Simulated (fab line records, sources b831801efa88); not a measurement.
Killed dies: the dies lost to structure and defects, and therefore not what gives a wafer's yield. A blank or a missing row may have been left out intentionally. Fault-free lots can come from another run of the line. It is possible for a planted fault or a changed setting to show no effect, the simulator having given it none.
fab line records / flow sky130 / part 2 of 2: steps 28 to 38 of 38
record: lots: 5 wafers: 15 last_day: 50
route steps=708 shown CONTACT@410 METAL1@434
lots that met no fault: taken from a fault-free run of the same line
start_h: hours from the record's first day to the start of the lot's first wafer shown / wait_h: hours since the lot's step before / " same as the row above / L1.1+2: a row that stands for several wafers / - no value, or no start was given / * or withheld: withheld / < > ~ a bound
route shown NAME@n: names a module that has steps shown in the file, with the first one's number in the route / usual: mean/standard deviation taken from wafers without a fault / same: alike in all rows / chamber/n: place in a boat / sites: readings site by site / _std_site: standard deviation across them / _edge_site: outer sites' mean less inner sites' / radius_mm: for every site, how far away it sits from the centre of the wafer / mask NAME#n: copy n / behind: the last tool/chamber to shape the wafer / hold: cause of the lot's hold/its duration in hours/its outcome / device: the transistor (n, p or np) that didn't switch / end of line: at the end of the route, the tests of the same wafers / for a step that has no rows: nothing shown but its recipe / killed: the dies lost at the first sort to structure and to defects; this is not the yield of the wafer / map: dies across one wafer; x = killed, . = not, _ = none there
set.NAME: setting as actually run; set.NAME@STEP: the setting as run at that earlier step / model.NAME: the simulator's own value behind a step, which no gauge read
certain route steps with their lots: each step a table, each wafer a row
services: from which hour (start_h, from the record's first day; less than 0 if before it) a tool's chamber was out of use, for how many hours, and why
== steps ==
step: SKY_METAL1_SPUTTER_03
recipe: material: Ti target_thk_nm: 5 power_w: 3000 time_s: 3.3 chamber_pressure_pa: 0.4
usual: throttle_valve_pct: 30.1/1.1
lot.wafer=L076.3 tool=pvd_sputter-03 chamber=- start_h=777.78 wait_h=0.0 throttle_valve_pct=29.6
lot.wafer=L076.5 tool=pvd_sputter-03 chamber=- start_h=777.78 wait_h=0.0 throttle_valve_pct=29.7
lot.wafer=L076.6 tool=pvd_sputter-03 chamber=- start_h=777.78 wait_h=0.0 throttle_valve_pct=30.0
lot.wafer=L079.1 tool=pvd_sputter-01 chamber=- start_h=800.89 wait_h=0.0 throttle_valve_pct=31.2
lot.wafer=L079.2 tool=pvd_sputter-01 chamber=- start_h=800.89 wait_h=0.0 throttle_valve_pct=29.7
lot.wafer=L079.4 tool=pvd_sputter-01 chamber=- start_h=800.89 wait_h=0.0 throttle_valve_pct=31.1
lot.wafer=L080.1 tool=pvd_sputter-02 chamber=- start_h=808.84 wait_h=0.0 throttle_valve_pct=31.2
lot.wafer=L080.3 tool=pvd_sputter-02 chamber=- start_h=808.84 wait_h=0.0 throttle_valve_pct=29.6
lot.wafer=L080.6 tool=pvd_sputter-02 chamber=- start_h=808.84 wait_h=0.0 throttle_valve_pct=31.8
lot.wafer=L087.1 tool=pvd_sputter-02 chamber=- start_h=857.06 wait_h=0.0 throttle_valve_pct=29.3
lot.wafer=L087.2 tool=pvd_sputter-02 chamber=- start_h=857.06 wait_h=0.0 throttle_valve_pct=31.3
lot.wafer=L087.5 tool=pvd_sputter-02 chamber=- start_h=857.06 wait_h=0.0 throttle_valve_pct=28.3
lot.wafer=L094.1 tool=pvd_sputter-02 chamber=- start_h=906.65 wait_h=0.0 throttle_valve_pct=29.3
lot.wafer=L094.5 tool=pvd_sputter-02 chamber=- start_h=906.65 wait_h=0.0 throttle_valve_pct=31.3
lot.wafer=L094.6 tool=pvd_sputter-02 chamber=- start_h=906.65 wait_h=0.0 throttle_valve_pct=28.5
step: SKY_METAL1_SPUTTER_04
recipe: material: TiN target_thk_nm: 70 power_w: 6500 time_s: 58.3 chamber_pressure_pa: 0.4
usual: throttle_valve_pct: 30.1/1
lot.wafer=L076.3 tool=pvd_sputter-03 chamber=- start_h=777.80 wait_h=0.0 throttle_valve_pct=30.0
lot.wafer=L076.5 tool=pvd_sputter-03 chamber=- start_h=777.80 wait_h=0.0 throttle_valve_pct=29.8
lot.wafer=L076.6 tool=pvd_sputter-03 chamber=- start_h=777.80 wait_h=0.0 throttle_valve_pct=29.5
lot.wafer=L079.1 tool=pvd_sputter-01 chamber=- start_h=800.90 wait_h=0.0 throttle_valve_pct=30.9
lot.wafer=L079.2 tool=pvd_sputter-01 chamber=- start_h=800.90 wait_h=0.0 throttle_valve_pct=29.7
lot.wafer=L079.4 tool=pvd_sputter-01 chamber=- start_h=800.90 wait_h=0.0 throttle_valve_pct=31.1
lot.wafer=L080.1 tool=pvd_sputter-02 chamber=- start_h=808.86 wait_h=0.0 throttle_valve_pct=31.3
lot.wafer=L080.3 tool=pvd_sputter-02 chamber=- start_h=808.86 wait_h=0.0 throttle_valve_pct=29.6
lot.wafer=L080.6 tool=pvd_sputter-02 chamber=- start_h=808.86 wait_h=0.0 throttle_valve_pct=31.4
lot.wafer=L087.1 tool=pvd_sputter-02 chamber=- start_h=857.08 wait_h=0.0 throttle_valve_pct=29.7
lot.wafer=L087.2 tool=pvd_sputter-02 chamber=- start_h=857.08 wait_h=0.0 throttle_valve_pct=31.5
lot.wafer=L087.5 tool=pvd_sputter-02 chamber=- start_h=857.08 wait_h=0.0 throttle_valve_pct=28.5
lot.wafer=L094.1 tool=pvd_sputter-02 chamber=- start_h=906.67 wait_h=0.0 throttle_valve_pct=29.5
lot.wafer=L094.5 tool=pvd_sputter-02 chamber=- start_h=906.67 wait_h=0.0 throttle_valve_pct=31.3
lot.wafer=L094.6 tool=pvd_sputter-02 chamber=- start_h=906.67 wait_h=0.0 throttle_valve_pct=28.4
step: SKY_METAL1_RS_MEAS_05
recipe: thk_meas_gauge: four-point-probe reads: TiN_of_METAL1_SPUTTER_04+Ti_of_METAL1_SPUTTER_03+AlCu_of_METAL1_SPUTTER_02+TiN_of_METAL1_SPUTTER_01+Ti_of_METAL1_SPUTTER_00
usual: METAL1_ALCU_RS: 0.1275/0.0021
lot.wafer=L076.3 tool=film_metro-01 chamber=- start_h=777.88 wait_h=0.1 METAL1_ALCU_RS[ohm/sq]=0.1278
lot.wafer=L076.5 tool=film_metro-01 chamber=- start_h=777.88 wait_h=0.1 METAL1_ALCU_RS[ohm/sq]=0.1275
lot.wafer=L076.6 tool=film_metro-01 chamber=- start_h=777.88 wait_h=0.1 METAL1_ALCU_RS[ohm/sq]=0.1265
lot.wafer=L079.1 tool=film_metro-03 chamber=- start_h=800.95 wait_h=0.0 METAL1_ALCU_RS[ohm/sq]=0.1269
lot.wafer=L079.2 tool=film_metro-03 chamber=- start_h=800.95 wait_h=0.0 METAL1_ALCU_RS[ohm/sq]=0.1238
lot.wafer=L079.4 tool=film_metro-03 chamber=- start_h=800.95 wait_h=0.0 METAL1_ALCU_RS[ohm/sq]=0.1279
lot.wafer=L080.1 tool=film_metro-01 chamber=- start_h=808.90 wait_h=0.0 METAL1_ALCU_RS[ohm/sq]=0.1294
lot.wafer=L080.3 tool=film_metro-01 chamber=- start_h=808.90 wait_h=0.0 METAL1_ALCU_RS[ohm/sq]=0.1275
lot.wafer=L080.6 tool=film_metro-01 chamber=- start_h=808.90 wait_h=0.0 METAL1_ALCU_RS[ohm/sq]=0.1306
lot.wafer=L087.1 tool=film_metro-02 chamber=- start_h=857.13 wait_h=0.0 METAL1_ALCU_RS[ohm/sq]=0.1300
lot.wafer=L087.2 tool=film_metro-02 chamber=- start_h=857.13 wait_h=0.0 METAL1_ALCU_RS[ohm/sq]=0.1307
lot.wafer=L087.5 tool=film_metro-02 chamber=- start_h=857.13 wait_h=0.0 METAL1_ALCU_RS[ohm/sq]=0.1295
lot.wafer=L094.1 tool=film_metro-03 chamber=- start_h=906.72 wait_h=0.0 METAL1_ALCU_RS[ohm/sq]=0.1306
lot.wafer=L094.5 tool=film_metro-03 chamber=- start_h=906.72 wait_h=0.0 METAL1_ALCU_RS[ohm/sq]=0.1314
lot.wafer=L094.6 tool=film_metro-03 chamber=- start_h=906.72 wait_h=0.0 METAL1_ALCU_RS[ohm/sq]=0.1304
step: SKY_METAL1_THK_MEAS_06
recipe: thk_meas_gauge: xrf reads: AlCu_of_METAL1_SPUTTER_02
usual: METAL1_ALCU_THK: 250/4.1
lot.wafer=L076.3 tool=film_metro-01 chamber=- start_h=777.98 wait_h=0.1 METAL1_ALCU_THK[nm]=247
lot.wafer=L076.5 tool=film_metro-01 chamber=- start_h=777.98 wait_h=0.1 METAL1_ALCU_THK[nm]=250
lot.wafer=L076.6 tool=film_metro-01 chamber=- start_h=777.98 wait_h=0.1 METAL1_ALCU_THK[nm]=250
lot.wafer=L079.1 tool=film_metro-03 chamber=- start_h=801.07 wait_h=0.1 METAL1_ALCU_THK[nm]=249
lot.wafer=L079.2 tool=film_metro-03 chamber=- start_h=801.07 wait_h=0.1 METAL1_ALCU_THK[nm]=257
lot.wafer=L079.4 tool=film_metro-03 chamber=- start_h=801.07 wait_h=0.1 METAL1_ALCU_THK[nm]=250
lot.wafer=L080.1 tool=film_metro-01 chamber=- start_h=809.02 wait_h=0.1 METAL1_ALCU_THK[nm]=247
lot.wafer=L080.3 tool=film_metro-01 chamber=- start_h=809.02 wait_h=0.1 METAL1_ALCU_THK[nm]=248
lot.wafer=L080.6 tool=film_metro-01 chamber=- start_h=809.02 wait_h=0.1 METAL1_ALCU_THK[nm]=245
lot.wafer=L087.1 tool=film_metro-02 chamber=- start_h=857.25 wait_h=0.1 METAL1_ALCU_THK[nm]=244
lot.wafer=L087.2 tool=film_metro-02 chamber=- start_h=857.25 wait_h=0.1 METAL1_ALCU_THK[nm]=244
lot.wafer=L087.5 tool=film_metro-02 chamber=- start_h=857.25 wait_h=0.1 METAL1_ALCU_THK[nm]=246
lot.wafer=L094.1 tool=film_metro-03 chamber=- start_h=906.84 wait_h=0.1 METAL1_ALCU_THK[nm]=246
lot.wafer=L094.5 tool=film_metro-03 chamber=- start_h=906.84 wait_h=0.1 METAL1_ALCU_THK[nm]=243
lot.wafer=L094.6 tool=film_metro-03 chamber=- start_h=906.84 wait_h=0.1 METAL1_ALCU_THK[nm]=244
step: SKY_METAL1_DEHYDRATE_07
recipe: temp_c: 200 time_s: 60
usual: plate_temp_C: 199.98/0.16
lot.wafer=L076.3 tool=litho_track-03 chamber=0 start_h=790.96 wait_h=13.0 plate_temp_C=200.13
lot.wafer=L076.5 tool=litho_track-03 chamber=0 start_h=790.96 wait_h=13.0 plate_temp_C=199.77
lot.wafer=L076.6 tool=litho_track-03 chamber=0 start_h=790.96 wait_h=13.0 plate_temp_C=199.80
lot.wafer=L079.1 tool=litho_track-01 chamber=0 start_h=813.93 wait_h=12.8 plate_temp_C=199.98
lot.wafer=L079.2 tool=litho_track-01 chamber=0 start_h=813.93 wait_h=12.8 plate_temp_C=199.79
lot.wafer=L079.4 tool=litho_track-01 chamber=0 start_h=813.93 wait_h=12.8 plate_temp_C=200.08
lot.wafer=L080.1 tool=litho_track-01 chamber=0 start_h=821.78 wait_h=12.7 plate_temp_C=199.96
lot.wafer=L080.3 tool=litho_track-01 chamber=0 start_h=821.78 wait_h=12.7 plate_temp_C=199.88
lot.wafer=L080.6 tool=litho_track-01 chamber=0 start_h=821.78 wait_h=12.7 plate_temp_C=199.95
lot.wafer=L087.1 tool=litho_track-03 chamber=0 start_h=869.81 wait_h=12.6 plate_temp_C=200.46
lot.wafer=L087.2 tool=litho_track-03 chamber=0 start_h=869.81 wait_h=12.6 plate_temp_C=200.04
lot.wafer=L087.5 tool=litho_track-03 chamber=0 start_h=869.81 wait_h=12.6 plate_temp_C=199.98
lot.wafer=L094.1 tool=litho_track-02 chamber=0 start_h=919.33 wait_h=12.5 plate_temp_C=200.29
lot.wafer=L094.5 tool=litho_track-02 chamber=0 start_h=919.33 wait_h=12.5 plate_temp_C=200.10
lot.wafer=L094.6 tool=litho_track-02 chamber=0 start_h=919.33 wait_h=12.5 plate_temp_C=200.24
step: SKY_METAL1_HMDS_08
recipe: prime_time_s: 60 prime_temp_c: 120
lot.wafer=L076.3+5+6 tool=litho_track-03 chamber=0 start_h=791.11 wait_h=0.1
lot.wafer=L079.1+2+4 tool=litho_track-01 chamber=0 start_h=814.08 wait_h=0.1
lot.wafer=L080.1+3+6 tool=litho_track-01 chamber=0 start_h=821.93 wait_h=0.1
lot.wafer=L087.1+2+5 tool=litho_track-03 chamber=0 start_h=869.96 wait_h=0.1
lot.wafer=L094.1+5+6 tool=litho_track-02 chamber=0 start_h=919.48 wait_h=0.1
step: SKY_METAL1_COAT_09
recipe: resist: BARC temp_c: withheld time_s: withheld spin_rpm: 3000 resist_thk_nm: 60
usual: dispense_pressure_kPa: 48/3
lot.wafer=L076.3 tool=litho_track-03 chamber=0 start_h=791.26 wait_h=0.1 dispense_pressure_kPa=49
lot.wafer=L076.5 tool=litho_track-03 chamber=0 start_h=791.26 wait_h=0.1 dispense_pressure_kPa=49
lot.wafer=L076.6 tool=litho_track-03 chamber=0 start_h=791.26 wait_h=0.1 dispense_pressure_kPa=49
lot.wafer=L079.1 tool=litho_track-01 chamber=0 start_h=814.23 wait_h=0.1 dispense_pressure_kPa=52
lot.wafer=L079.2 tool=litho_track-01 chamber=0 start_h=814.23 wait_h=0.1 dispense_pressure_kPa=52
lot.wafer=L079.4 tool=litho_track-01 chamber=0 start_h=814.23 wait_h=0.1 dispense_pressure_kPa=52
lot.wafer=L080.1 tool=litho_track-01 chamber=0 start_h=822.08 wait_h=0.1 dispense_pressure_kPa=52
lot.wafer=L080.3 tool=litho_track-01 chamber=0 start_h=822.08 wait_h=0.1 dispense_pressure_kPa=52
lot.wafer=L080.6 tool=litho_track-01 chamber=0 start_h=822.08 wait_h=0.1 dispense_pressure_kPa=52
lot.wafer=L087.1 tool=litho_track-03 chamber=0 start_h=870.11 wait_h=0.1 dispense_pressure_kPa=49
lot.wafer=L087.2 tool=litho_track-03 chamber=0 start_h=870.11 wait_h=0.1 dispense_pressure_kPa=49
lot.wafer=L087.5 tool=litho_track-03 chamber=0 start_h=870.11 wait_h=0.1 dispense_pressure_kPa=49
lot.wafer=L094.1 tool=litho_track-02 chamber=0 start_h=919.63 wait_h=0.1 dispense_pressure_kPa=45
lot.wafer=L094.5 tool=litho_track-02 chamber=0 start_h=919.63 wait_h=0.1 dispense_pressure_kPa=45
lot.wafer=L094.6 tool=litho_track-02 chamber=0 start_h=919.63 wait_h=0.1 dispense_pressure_kPa=45
step: SKY_METAL1_COAT_10
recipe: resist: KrF-thick spin_rpm: 3000 resist_thk_nm: 450
usual: dispense_pressure_kPa: 48/3
lot.wafer=L076.3 tool=litho_track-03 chamber=0 start_h=- wait_h=- dispense_pressure_kPa=49
lot.wafer=L076.5 tool=litho_track-03 chamber=0 start_h=- wait_h=- dispense_pressure_kPa=49
lot.wafer=L076.6 tool=litho_track-03 chamber=0 start_h=- wait_h=- dispense_pressure_kPa=49
lot.wafer=L079.1 tool=litho_track-01 chamber=0 start_h=- wait_h=- dispense_pressure_kPa=52
lot.wafer=L079.2 tool=litho_track-01 chamber=0 start_h=- wait_h=- dispense_pressure_kPa=52
lot.wafer=L079.4 tool=litho_track-01 chamber=0 start_h=- wait_h=- dispense_pressure_kPa=52
lot.wafer=L080.1 tool=litho_track-01 chamber=0 start_h=- wait_h=- dispense_pressure_kPa=52
lot.wafer=L080.3 tool=litho_track-01 chamber=0 start_h=- wait_h=- dispense_pressure_kPa=52
lot.wafer=L080.6 tool=litho_track-01 chamber=0 start_h=- wait_h=- dispense_pressure_kPa=52
lot.wafer=L087.1 tool=litho_track-03 chamber=0 start_h=- wait_h=- dispense_pressure_kPa=49
lot.wafer=L087.2 tool=litho_track-03 chamber=0 start_h=- wait_h=- dispense_pressure_kPa=49
lot.wafer=L087.5 tool=litho_track-03 chamber=0 start_h=- wait_h=- dispense_pressure_kPa=49
lot.wafer=L094.1 tool=litho_track-02 chamber=0 start_h=- wait_h=- dispense_pressure_kPa=45
lot.wafer=L094.5 tool=litho_track-02 chamber=0 start_h=- wait_h=- dispense_pressure_kPa=45
lot.wafer=L094.6 tool=litho_track-02 chamber=0 start_h=- wait_h=- dispense_pressure_kPa=45
step: SKY_METAL1_SOFTBAKE_11
recipe: temp_c: 100 time_s: 90 resist: KrF-thick
usual: plate_temp_C: 99.99/0.15
lot.wafer=L076.3 tool=litho_track-03 chamber=0 start_h=- wait_h=- plate_temp_C=100.13
lot.wafer=L076.5 tool=litho_track-03 chamber=0 start_h=- wait_h=- plate_temp_C=100.24
lot.wafer=L076.6 tool=litho_track-03 chamber=0 start_h=- wait_h=- plate_temp_C=100.07
lot.wafer=L079.1 tool=litho_track-01 chamber=0 start_h=- wait_h=- plate_temp_C=100.16
lot.wafer=L079.2 tool=litho_track-01 chamber=0 start_h=- wait_h=- plate_temp_C=100.10
lot.wafer=L079.4 tool=litho_track-01 chamber=0 start_h=- wait_h=- plate_temp_C=99.98
lot.wafer=L080.1 tool=litho_track-01 chamber=0 start_h=- wait_h=- plate_temp_C=99.78
lot.wafer=L080.3 tool=litho_track-01 chamber=0 start_h=- wait_h=- plate_temp_C=99.86
lot.wafer=L080.6 tool=litho_track-01 chamber=0 start_h=- wait_h=- plate_temp_C=99.96
lot.wafer=L087.1 tool=litho_track-03 chamber=0 start_h=- wait_h=- plate_temp_C=100.04
lot.wafer=L087.2 tool=litho_track-03 chamber=0 start_h=- wait_h=- plate_temp_C=99.78
lot.wafer=L087.5 tool=litho_track-03 chamber=0 start_h=- wait_h=- plate_temp_C=99.98
lot.wafer=L094.1 tool=litho_track-02 chamber=0 start_h=- wait_h=- plate_temp_C=99.91
lot.wafer=L094.5 tool=litho_track-02 chamber=0 start_h=- wait_h=- plate_temp_C=99.87
lot.wafer=L094.6 tool=litho_track-02 chamber=0 start_h=- wait_h=- plate_temp_C=99.97
step: SKY_METAL1_EXPOSE_12
recipe: mask_id: MM1 na: 0.8 source_shape: annular sigma_inner: 0.55 sigma_outer: 0.85 target_cd_nm: 140 dose_mj: 28
same: na: 0.8
lot.wafer=L076.3+5+6 tool=krf_scanner-01 chamber=0 start_h=- wait_h=- mask=MM1#0
lot.wafer=L079.1+2+4 tool=krf_scanner-02 chamber=0 start_h=- wait_h=- mask=MM1#0
lot.wafer=L080.1+3+6 tool=krf_scanner-01 chamber=0 start_h=- wait_h=- mask=MM1#0
lot.wafer=L087.1+2+5 tool=krf_scanner-01 chamber=0 start_h=- wait_h=- mask=MM1#0
lot.wafer=L094.1+5+6 tool=krf_scanner-01 chamber=0 start_h=- wait_h=- mask=MM1#0
step: SKY_METAL1_PEB_13
recipe: peb_temp_c: withheld peb_time_s: withheld resist: KrF-thick
lot.wafer=L076.3+5+6 tool=litho_track-01 chamber=0 start_h=- wait_h=-
lot.wafer=L079.1+2+4 tool=litho_track-01 chamber=0 start_h=- wait_h=-
lot.wafer=L080.1+3+6 tool=litho_track-02 chamber=0 start_h=- wait_h=-
lot.wafer=L087.1+2+5 tool=litho_track-03 chamber=0 start_h=- wait_h=-
lot.wafer=L094.1+5+6 tool=litho_track-01 chamber=0 start_h=- wait_h=-
== services ==
tool=krf_scanner-01 chamber=- start_h=725.90 hours=1.3 kind=pm
tool=cmp-02 chamber=- start_h=733.95 hours=2.6 kind=repair
tool=krf_scanner-01 chamber=- start_h=736.63 hours=0.2 kind=repair
tool=cmp-02 chamber=- start_h=740.93 hours=1.0 kind=repair
tool=cmp-02 chamber=- start_h=751.87 hours=4.0 kind=pm
tool=pvd_sputter-03 chamber=- start_h=754.15 hours=9.5 kind=repair
tool=rie_diel-03 chamber=2 start_h=760.36 hours=4.0 kind=repair
tool=cmp-02 chamber=- start_h=762.64 hours=0.6 kind=repair
tool=pvd_sputter-01 chamber=- start_h=765.03 hours=9.7 kind=repair
tool=pvd_sputter-03 chamber=- start_h=767.52 hours=0.8 kind=repair
tool=cmp-02 chamber=- start_h=768.50 hours=2.5 kind=repair
tool=pvd_sputter-01 chamber=- start_h=773.39 hours=1.7 kind=repair
tool=cmp-02 chamber=- start_h=798.65 hours=2.1 kind=repair
tool=cmp-02 chamber=- start_h=838.63 hours=3.8 kind=pm
tool=krf_scanner-01 chamber=- start_h=844.34 hours=0.5 kind=repair
tool=wet_bench-02 chamber=- start_h=856.77 hours=3.8 kind=repair
tool=krf_scanner-01 chamber=- start_h=862.74 hours=0.8 kind=pm
tool=krf_scanner-01 chamber=- start_h=868.88 hours=1.0 kind=pm
tool=krf_scanner-01 chamber=- start_h=875.00 hours=0.4 kind=repair
tool=pvd_sputter-02 chamber=- start_h=887.03 hours=0.6 kind=repair
tool=rie_diel-03 chamber=0 start_h=896.43 hours=10.0 kind=repair
tool=krf_scanner-01 chamber=- start_h=901.80 hours=1.3 kind=pm
tool=pvd_sputter-03 chamber=- start_h=911.46 hours=1.9 kind=repair
tool=krf_scanner-01 chamber=- start_h=918.71 hours=0.8 kind=repair
